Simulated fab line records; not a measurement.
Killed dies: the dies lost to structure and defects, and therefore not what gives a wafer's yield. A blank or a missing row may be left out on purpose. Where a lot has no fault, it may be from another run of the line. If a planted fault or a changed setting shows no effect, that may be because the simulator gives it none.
Problem report, 8D (eight disciplines) form, completed by code + flow gf180mcu + the parts of the form that need people (team, actions taken, sign-off) are left out

== 1. PROBLEM STATEMENT ==
Mean MVPSD_RS at GF_VT_IMPLANT_RS_MEAS_49: 1191 ohm/sq over 9 wafers in 3 lots; fault-free wafers: 1168 ohm/sq, standard deviation 3.3. Measured from the usual mean, that is +6.9 standard deviations.
The step: measures by four-point-probe.
The first sign was on wafer L830.3 at day 11 17:04, on film-metro-04. At this step, 39 wafers from 13 lots have a number in the record. Rule for "out" (also "out of limits"): further than 4 standard deviations from the usual mean. The rest of the wafers with a number are treated as sound.

== 2. WHAT IT IS; WHAT IT IS NOT ==
| question                    | is                           | is not                                                     |
|-----------------------------|------------------------------|------------------------------------------------------------|
| which readings at this step | MVPSD_RS                     | -                                                          |
| which lots                  | L830, L833, L834             | L815, L816, L817, L820, L821, L822, L824, L827, L828, L829 |
| which wafers of those lots  | all that have a number       | -                                                          |
| read on which gauges        | film-metro-03, film-metro-04 | film-metro-01                                              |
| when                        | from day 11 17:04            | up to then (30 sound wafers)                               |

== 3. THE SUSPECTS, EACH WITH WHAT RULES IT OUT ==
Counting: a tool stays on the suspect list if, at a process step up to the reading, it processed all lots that are out and no sound lot following the first of them.
- the gauge at GF_VT_IMPLANT_RS_MEAS_49 is ruled out. Those wafers that are out were read across 2 gauges (film-metro-03, film-metro-04).
- implanter-04 at GF_MVPSD_IMPLANT_09: kept. It processed each lot that is out, first L830 at day 8 16:18, and no sound lot thereafter; up to then, the last sound lot it processed was L827 at day 8 01:21. Out on those wafers are its own readings of dose-ions-cm2.
The count leaves implanter-04 at GF_MVPSD_IMPLANT_09.

== 4. THE CAUSE (what the simulator had put in) ==
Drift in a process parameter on implanter-04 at GF_MVPSD_IMPLANT_09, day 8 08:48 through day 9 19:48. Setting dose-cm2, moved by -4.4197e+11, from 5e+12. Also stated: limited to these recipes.
Counting left only this tool.

== 5. THE CHAIN OF EFFECTS, in route order ==
Each row: a reading where the mean over the struck wafers with a number is more than 3 standard deviations away from the usual. Readings are gone through only where the record gives a usual standard deviation; hours: the median, over the lots, of the time from a lot's start at the first step in this table giving one to that lot's start at this step; sigmas: the change measured in usual standard deviations.
| hours | step                     | reading            | usual       | on struck wafers | change | sigmas |
|-------|--------------------------|--------------------|-------------|------------------|--------|--------|
| 0     | GF_MVPSD_IMPLANT_09      | dose-ions-cm2      | 5e+12       | 5e+12            | -4e+11 | -82    |
| 0     | GF_MVPSD_IMPLANT_09      | faraday-current-uA | 28.1        | 25.5             | -2.6   | -4.2   |
| 76    | GF_VT_IMPLANT_RS_MEAS_49 | MVPSD_RS           | 1168 ohm/sq | 1191             | +23    | +6.9   |
Process steps it contains:
- GF_MVPSD_IMPLANT_09
At these later measuring or inspecting steps, every struck wafer for which the step has a row has a number for every such reading, and none has moved that far: GF_POLY_GATE_THK_MEAS_17.

== 6. WHAT WOULD HAVE CAUGHT IT SOONER ==
The first out-of-limits reading at a measuring or inspecting step in this record came at day 11 17:04, 80 hours after the fault's start at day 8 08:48.
The tool's own readings at GF_MVPSD_IMPLANT_09 were out on every struck wafer that the step has a row for (dose-ions-cm2): an alarm limit on them would have fired on the first of those.
The start of GF_MVPSD_IMPLANT_09 on implanter-04 came by day 11 17:04 for every one of the lots that are out (3). Tool hold at that time: it would have spared none of them.
